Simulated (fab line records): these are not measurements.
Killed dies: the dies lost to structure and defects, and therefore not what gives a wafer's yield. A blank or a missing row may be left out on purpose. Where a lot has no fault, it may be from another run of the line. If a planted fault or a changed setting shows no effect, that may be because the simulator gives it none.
Problem report in the 8D (eight disciplines) form, filled by code || flow sky130 || the parts of the form that need people (team, actions taken, sign-off) are left out

## 1. PROBLEM STATEMENT
Wafers free of any fault read 68.59 ohm/sq (standard deviation 0.12) for SD_N_RS at SKY_SD_N_RS_MEAS_16, against a mean of 67.00 ohm/sq on 6 wafers of 2 lots. Relative to the usual mean, that is a shift of -13 standard deviations.
The step: measures by four-point-probe.
Earliest sighting: wafer L930.1 on film_metro-01 at day 31 07:04. The record holds 33 wafers of 11 lots with a number at this step. The rule behind "out" and "out of limits": a value lying over 4 standard deviations away from the usual mean. All remaining wafers that have a number are taken as sound.

## 2. WHAT IT IS, AND WHAT IT ISN'T
{"question": "which readings at this step", "is": "SD_N_RS", "is not": "-"}
{"question": "which lots", "is": "L930, L933", "is not": "L922, L924, L925, L926, L927, L941, L943, L944, L945"}
{"question": "which wafers of those lots", "is": "all that have a number", "is not": "-"}
{"question": "read on which gauges", "is": "film_metro-01, film_metro-02", "is not": "film_metro-03"}
{"question": "when", "is": "from day 31 07:04", "is not": "up to then (15 sound wafers); but 12 sound wafers of L941, L943, L944, L945 came after"}

## 3. SUSPECTS, AND WHAT RULES EACH OUT
Counting: any tool at a process step up to the reading is kept as a suspect provided that every lot that is out went through it and no sound lot did after the first of them.
- ruled out: the gauge at SKY_SD_N_RS_MEAS_16. Those wafers that are out were read across 2 gauges (film_metro-01, film_metro-02).
- plasma_asher-02 at SKY_LDD_HVP_STRIP_09 (strips in O2/N2): kept. Every lot that is out went through it, starting with L930 (day 24 20:51), and after that it ran no sound lot; the last sound lot it ran before then is L926 (day 23 01:54).
- rtp_anneal-01 at SKY_SD_N_RTA_14 (time 2 s): ruled out as a lasting fault. Sound lots L941, L943, L945 ran on it after its first lot that is out, L930 (day 31 06:54).
After counting, what remains is plasma_asher-02 at SKY_LDD_HVP_STRIP_09.

## 4. THE CAUSE (what the simulator had put in)
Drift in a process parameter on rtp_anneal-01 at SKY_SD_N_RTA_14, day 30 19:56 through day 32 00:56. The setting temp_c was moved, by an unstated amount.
Counting ruled it out, wrongly: the rule takes a fault to strike every lot that its tool runs from its start on, and this one did not.

## 5. SEQUENCE OF EFFECTS, ordered by route
Each row: a reading whose mean over the struck wafers that have a number lies more than 3 standard deviations from the usual. Scope: only readings with a usual standard deviation given in the record; hours: median across lots of the time from each lot's start at the first step in this table that gives one to its start at this step; sigmas: change in usual standard deviations.
{"hours": 0, "step": "SKY_SD_N_RTA_14", "reading": "wafer_temp_C_max", "usual": 1078.2, "on struck wafers": 1087.2, "change": "+9.0", "sigmas": "+7.5"}
{"hours": 0, "step": "SKY_SD_N_RS_MEAS_16", "reading": "SD_N_RS", "usual": "68.59 ohm/sq", "on struck wafers": 67.00, "change": -1.59, "sigmas": -13}
{"hours": 0, "step": "SKY_SD_N_RS_MEAS_17", "reading": "SD_P_RS", "usual": "147.1 ohm/sq", "on struck wafers": 139.2, "change": -7.9, "sigmas": -24}
Here are the process steps it includes:
- SKY_SD_N_RTA_14: time 2 s.

## 6. WHAT WOULD HAVE CAUGHT IT SOONER
11 hours passed between the start of the fault at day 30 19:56 and the first reading out of limits at a measuring or inspecting step in this record, taken at day 31 07:04.
Tool's own readings at SKY_SD_N_RTA_14, wafer_temp_C_max: out on all struck wafers the step has rows for; an alarm limit on them would have tripped on the first.
